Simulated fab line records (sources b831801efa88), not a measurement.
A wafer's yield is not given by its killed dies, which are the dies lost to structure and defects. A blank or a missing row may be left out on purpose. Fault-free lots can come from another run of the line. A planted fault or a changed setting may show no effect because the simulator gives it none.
A single fault, viewed from 2 desks ; flow sky130 ; every desk sees just its own numbers, and what lay behind them comes last

## FOR THE TOOL OWNER'S DESK: litho_track-03
The tool's own readings at SKY_SD_N_DEVELOP_06 (develop time 60 s): means of the sampled wafers that have a number, for each lot that ran on this tool. A lot is out of limits, marked OUT, if its mean lies more than 4 standard deviations from the usual mean; the brackets give that distance.
Columns: A = developer_temp_C at SKY_SD_N_DEVELOP_06, usual 23.00 C
lot;first seen here;A
L834;day 28 15:38;23.04
L844;day 32 11:58;20.85 (-20) OUT
L845;day 32 14:40;20.75 (-20) OUT
Finding of this desk: L844, L845 out of limits; the first was L844 at day 32 11:58, on developer_temp_C at SKY_SD_N_DEVELOP_06. Within limits: L834.

## FROM THE METROLOGY DESK
Means of the sampled wafers that have a number, per lot and without regard to the tool the lot ran on: this is what the gauges read. A lot is out of limits, marked OUT, if its mean lies more than 4 standard deviations from the usual mean; the brackets give that distance.
Columns: A = RES_XHIGH_TW at SKY_RES_XHIGH_TW_MEAS_09, usual 1635; B = cd_nm at SKY_SD_N_CD_MEAS_07, usual 379.3 nm; C = SD_N_OVL at SKY_SD_N_OVL_MEAS_08, usual 0.5 nm
lot;first seen here;A;B;C
L833;day 27 07:44;1657;378.1;0.3
L834;day 27 11:34;1659;375.6;-0.1
L844;day 31 08:59;1621;384.8;0.1
L845;day 31 11:52;1643;385.1;-1.7
L847;day 32 05:10;1643;376.3;1.5
L854;day 34 03:17;1635;379.0;-0.3
Result from this desk: across the 6 lots, nothing is out of limits.

## ALL TOGETHER
An alarm could have come from the tool owner's desk at day 32 11:58, on L844, L845.
At the metrology desk, nothing out of limits was observed.
The metrology desk holds a record of L844, L845, inside its limits.
Of the lots named, all ran SKY_SD_N_DEVELOP_06 on litho_track-03.

## WHAT THE SIMULATOR PUT IN
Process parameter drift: litho_track-03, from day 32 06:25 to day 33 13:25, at SKY_SD_N_DEVELOP_06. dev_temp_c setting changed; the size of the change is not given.
Shown lots that were struck: L844, L845.
Each desk's first reading out of limits, in hours after the fault started: the tool owner's desk, 6.
